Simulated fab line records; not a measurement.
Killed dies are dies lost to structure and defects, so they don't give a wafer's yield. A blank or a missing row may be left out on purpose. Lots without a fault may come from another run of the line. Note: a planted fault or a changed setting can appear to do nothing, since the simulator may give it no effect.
Matching of chambers || flow gf180mcu || 4 sister chambers for GF_STI_ETCH_14 on rie_si-02
The step etches Si in HBr/Cl2/O2, target depth 360 nm, time 102.9 s. 8 wafers are shown with their chamber, then 7 later ones without.

WAFERS, EACH WITH ITS CHAMBER
{"wafer": "L854.3", "chamber": 0, "drypump_motor_current_A (A)": 6.13, "oes_product_au (a.u.)": 0.985}
{"wafer": "L856.5", "chamber": 3, "drypump_motor_current_A (A)": 5.96, "oes_product_au (a.u.)": 1.003}
{"wafer": "L856.6", "chamber": 2, "drypump_motor_current_A (A)": 6.36, "oes_product_au (a.u.)": 1.011}
{"wafer": "L859.2", "chamber": 3, "drypump_motor_current_A (A)": 5.92, "oes_product_au (a.u.)": 1.005}
{"wafer": "L859.3", "chamber": 1, "drypump_motor_current_A (A)": 5.37, "oes_product_au (a.u.)": 1.008}
{"wafer": "L859.4", "chamber": 0, "drypump_motor_current_A (A)": 6.15, "oes_product_au (a.u.)": 0.987}
{"wafer": "L862.1", "chamber": 2, "drypump_motor_current_A (A)": 6.36, "oes_product_au (a.u.)": 0.991}
{"wafer": "L862.4", "chamber": 1, "drypump_motor_current_A (A)": 5.38, "oes_product_au (a.u.)": 1.003}

WAFERS MISSING THEIR CHAMBER
{"wafer": "L862.6", "drypump_motor_current_A (A)": 6.14, "oes_product_au (a.u.)": 0.996}
{"wafer": "L869.1", "drypump_motor_current_A (A)": 6.35, "oes_product_au (a.u.)": 0.997}
{"wafer": "L869.2", "drypump_motor_current_A (A)": 6.14, "oes_product_au (a.u.)": 0.979}
{"wafer": "L869.6", "drypump_motor_current_A (A)": 5.36, "oes_product_au (a.u.)": 1.000}
{"wafer": "L872.3", "drypump_motor_current_A (A)": 5.36, "oes_product_au (a.u.)": 0.995}
{"wafer": "L872.4", "drypump_motor_current_A (A)": 6.14, "oes_product_au (a.u.)": 0.980}
{"wafer": "L872.6", "drypump_motor_current_A (A)": 5.36, "oes_product_au (a.u.)": 0.996}

THE CHAMBER EACH PASSED THROUGH
{"wafer": "L862.6", "from the rows above": 0, "in truth": 0}
{"wafer": "L869.1", "from the rows above": 2, "in truth": 2}
{"wafer": "L869.2", "from the rows above": 0, "in truth": 0}
{"wafer": "L869.6", "from the rows above": 1, "in truth": 1}
{"wafer": "L872.3", "from the rows above": 1, "in truth": 1}
{"wafer": "L872.4", "from the rows above": 0, "in truth": 0}
{"wafer": "L872.6", "from the rows above": 1, "in truth": 1}
Correctly placed: 7 of 7. Number that these rows cannot place: 0. 0 placed wrongly.
How it was worked out, from the rows above alone: a wafer's distance from a chamber is the root of the sum, over the readings, of the square of ((its reading less the chamber's mean) divided by the reading's scatter). If the next closest chamber is less than 2 further off than the closest, the wafer can't be placed; otherwise it belongs to the closest. For every chamber, the mean is computed from those of its wafers that are shown. The scatter is the square root of a quotient: the sum, over the shown wafers, of each reading's squared deviation from its chamber's mean, divided by wafers minus chambers.
